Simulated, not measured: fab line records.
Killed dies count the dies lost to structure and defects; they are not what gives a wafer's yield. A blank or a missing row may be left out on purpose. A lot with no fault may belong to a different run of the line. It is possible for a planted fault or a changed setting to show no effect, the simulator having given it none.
Struck lot and sound lot, side by side :: flow gf180mcu :: 14 steps out of a route of 602
Sound: the wafers L777.1, L777.3, L777.5. Struck: wafers L786.2, L786.3, L786.5. The cause is named last.
At each step with rows: each side's tool, then ch and its chambers, then its first start. Under that, the readings that differ: sound wafers :: struck wafers :: difference of the means :: sigmas: that difference in standard deviations of wafers without a fault.
alike: words and numbers the same on both sides, and readings whose means are apart by under 2 such deviations; not compared: readings that were withheld, readings missing a value for some wafer, numbers with overlapping values and no deviation given by the record, and bounds like >300 which may hide the same value.
Wherever a step has rows on one side only, a row that says differs or no value, or a row with sigmas, the two part there. Numbers that have no deviation but don't overlap get no sigmas and don't part them. A reading that every wafer of one side lacks parts them only if that side has two wafers or more.

first, 2 steps without rows for these wafers: GF_MVSD_PEB_05; GF_MVSD_DEVELOP_06 (develop time 60 s).
GF_MVSD_OVL_MEAS_07:
  sound on overlay-02, day 5 20:55; struck on overlay-02, day 8 02:53
  alike: MVSD_OVL
then, 2 steps without rows for these wafers: GF_MVSD_IMPLANT_08; GF_MVSD_IMPLANT_09.
GF_MVSD_STRIP_10: strips in O2/N2.
  sound on plasma_asher-02 ch 0,1, day 5 21:16; struck on plasma_asher-02 ch 0,1, day 8 03:13
  alike: drypump_motor_current_A, heater_power_w, oes_product_au, strip_time_to_endpoint_s
  not compared: rf_hours_counter_h
GF_MVSD_TW_MEAS_11:
  sound on film_metro-02, day 5 21:22; struck on film_metro-02, day 8 03:19
  alike: MVSD_TW
then, 5 steps without rows for these wafers: GF_MVPSD_DEHYDRATE_00 (time 60 s); GF_MVPSD_HMDS_01 (prime time 60 s); GF_MVPSD_COAT_02 (resist thk 3000 nm); GF_MVPSD_SOFTBAKE_03; GF_MVPSD_EXPOSE_04 (exposes mask MVPSD, target cd 1000 nm).
GF_MVPSD_PEB_05:
  sound on litho_track-03 ch 0, day 6 12:00; struck on litho_track-04, day 8 19:00
  no value came back on the struck wafers for chill_plate_temp_C (C), exhaust_pa (Pa); on the sound wafers chill_plate_temp_C (C) reads 22.84 23.03 23.04
then, 1 step without rows for these wafers: GF_MVPSD_DEVELOP_06 (develop time 60 s).

== WHERE THEY PART ==
Only at GF_MVPSD_PEB_05, within this record.

WHY: whatever the simulator had introduced
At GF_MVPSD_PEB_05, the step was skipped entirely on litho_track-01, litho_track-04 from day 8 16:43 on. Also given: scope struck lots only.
